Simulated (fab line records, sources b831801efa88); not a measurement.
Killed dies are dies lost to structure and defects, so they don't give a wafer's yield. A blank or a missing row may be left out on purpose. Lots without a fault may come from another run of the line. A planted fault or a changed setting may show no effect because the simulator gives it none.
Chamber matching | flow gf180mcu | GF_V4_ETCH_16 on rie_diel-03: 4 sister chambers
The step etches BARC in N2/H2. 14 wafers are shown with their chamber, then 7 later ones without.

WAFERS WITH THEIR CHAMBER
wafer  | chamber | drypump_motor_current_A (A) | oes_product_au (a.u.) | throttle_valve_pct (%)
L490.1 | 0       | 5.7                         | 0.852                 | 13.234
L490.2 | 3       | 5.2                         | 0.853                 | 13.222
L490.3 | 1       | 5.6                         | 0.852                 | 13.228
L491.1 | 1       | 5.6                         | 0.846                 | 13.226
L491.3 | 0       | 5.7                         | 0.856                 | 13.218
L491.6 | 3       | 5.2                         | 0.855                 | 13.225
L492.2 | 1       | 5.6                         | 0.847                 | 13.207
L492.5 | 3       | 5.2                         | 0.850                 | 13.217
L492.6 | 2       | 6.3                         | 0.854                 | 13.225
L496.3 | 0       | 5.6                         | 0.861                 | 13.230
L496.4 | 2       | 6.3                         | 0.854                 | 13.233
L496.6 | 3       | 5.2                         | 0.852                 | 13.215
L508.2 | 3       | 5.2                         | 0.857                 | 13.207
L508.3 | 2       | 6.4                         | 0.851                 | 13.237

SIGNATURES (means of the wafers above)
reading                 | chamber 0 | chamber 1 | chamber 2 | chamber 3 | scatter within a chamber
drypump_motor_current_A | 5.667     | 5.600     | 6.333     | 5.200     | 0.0365
oes_product_au          | 0.85633   | 0.84833   | 0.85300   | 0.85340   | 0.00311
throttle_valve_pct      | 13.22733  | 13.22033  | 13.23167  | 13.21720  | 0.00821
Rule: a wafer's distance from a chamber is the root of the sum, over the readings, of the square of ((its reading less the chamber's mean) divided by the reading's scatter). The wafer belongs to the nearest chamber; if the next one is less than 2 further off, it can't be placed. The scatter: the root of (the sum of the squares of (reading less its chamber's mean) over the shown wafers, divided by (wafers less chambers)).

WAFERS WITHOUT THEIR CHAMBER
wafer  | drypump_motor_current_A (A) | oes_product_au (a.u.) | throttle_valve_pct (%)
L508.6 | 5.7                         | 0.849                 | 13.217
L509.4 | 5.6                         | 0.849                 | 13.233
L509.5 | 5.2                         | 0.859                 | 13.215
L509.6 | 5.6                         | 0.852                 | 13.216
L512.1 | 6.3                         | 0.869                 | 13.222
L512.2 | 5.2                         | 0.862                 | 13.232
L512.5 | 5.2                         | 0.855                 | 13.230

WHICH CHAMBER EACH WENT THROUGH
wafer  | from the rows above     | in truth
L508.6 | can't be placed: 1 or 0 | 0
L509.4 | can't be placed: 1 or 0 | 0
L509.5 | 3                       | 3
L509.6 | can't be placed: 1 or 0 | 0
L512.1 | 2                       | 2
L512.2 | 3                       | 3
L512.5 | 3                       | 3
Placed correctly: 4 of 7. Can't be placed from these rows: 3 (the true chamber is among the candidates in 3). Placed wrongly: 0.
